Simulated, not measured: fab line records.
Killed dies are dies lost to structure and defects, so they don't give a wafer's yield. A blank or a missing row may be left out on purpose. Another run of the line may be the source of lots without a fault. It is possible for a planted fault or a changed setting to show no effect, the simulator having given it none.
What tool caused it? :: flow sky130 :: Sampling: 6 lots, 18 wafers, 2 of 708 route steps

== WHAT THE GAUGES READ, wafer by wafer ==
SKY_GATE_OXIDE_OVL_MEAS_10.
lot: L599
measured: day 14 15:23
on: overlay-02
GATE_OXIDE_OVL (nm): -0.7 -1.3 0.0

lot: L601
measured: day 15 14:03
on: overlay-01
GATE_OXIDE_OVL (nm): 1.2 0.7 -0.6

lot: L603
measured: day 16 03:20
on: overlay-02
GATE_OXIDE_OVL (nm): -1.4 1.2 0.3

lot: L607
measured: day 17 07:43
on: overlay-01
GATE_OXIDE_OVL (nm): 200.3 199.3 199.7

lot: L609
measured: day 18 05:47
on: overlay-01
GATE_OXIDE_OVL (nm): 198.0 197.2 198.9

lot: L619
measured: day 21 17:11
on: overlay-01
GATE_OXIDE_OVL (nm): 1.1 1.5 2.5

== WHAT TOOL EACH LOT RAN ON (gives the tool, then ch and the chambers of the sampled wafers, and finally the start) ==
lot: L599
SKY_GATE_OXIDE_EXPOSE_07: iline-stepper-01 ch 0, day 14 03:20

lot: L601
SKY_GATE_OXIDE_EXPOSE_07: iline-stepper-01 ch 0, day 15 01:20

lot: L603
SKY_GATE_OXIDE_EXPOSE_07: iline-stepper-01 ch 0, day 15 13:40

lot: L607
SKY_GATE_OXIDE_EXPOSE_07: iline-stepper-02 ch 0, day 16 17:20

lot: L609
SKY_GATE_OXIDE_EXPOSE_07: iline-stepper-02 ch 0, day 17 15:34

lot: L619
SKY_GATE_OXIDE_EXPOSE_07: iline-stepper-01 ch 0, day 21 01:51
- SKY_GATE_OXIDE_EXPOSE_07: exposes mask LVOM, target cd 600 nm.

== THE ANSWER, worked out from the rows above alone ==
Rule: what is usual is taken from the lots themselves. The widest of any qualifying gaps counts: lots, ordered by their means at a reading, are off when they make up no more than a third of the lots, leave a main group of 4 or more, and stand apart from it by 3 or more times the standard deviation of that group's means. A main group is skipped when, at the precision printed for the reading in the tables above, its means are all equal. A lot without any number at a reading at which 4 lots or more have one is off too. Where the step has rows for the other lots, those lots are counted as sound.
Off: at SKY_GATE_OXIDE_OVL_MEAS_10 (GATE_OXIDE_OVL), L607, L609. For the main group the mean is 0.4 nm and the standard deviation 0.86.
If a tool, at a process step before that reading, ran all the lots that are off and no sound lot after the first of them, it fits. Those tools and the gauges at SKY_GATE_OXIDE_OVL_MEAS_10 are tried in the same way. One fits: SKY_GATE_OXIDE_EXPOSE_07 on iline-stepper-02. It ran no sound lot before its first lot that is off in this sample, so the start can't be narrowed down.

== WHAT HAD BEEN PUT IN BY THE SIMULATOR ==
Scanner matching overlay: iline-stepper-02, from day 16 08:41 on, at SKY_GATE_OXIDE_EXPOSE_07. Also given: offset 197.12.
Shown lots that were struck: L607, L609. The same result came from the rule above.
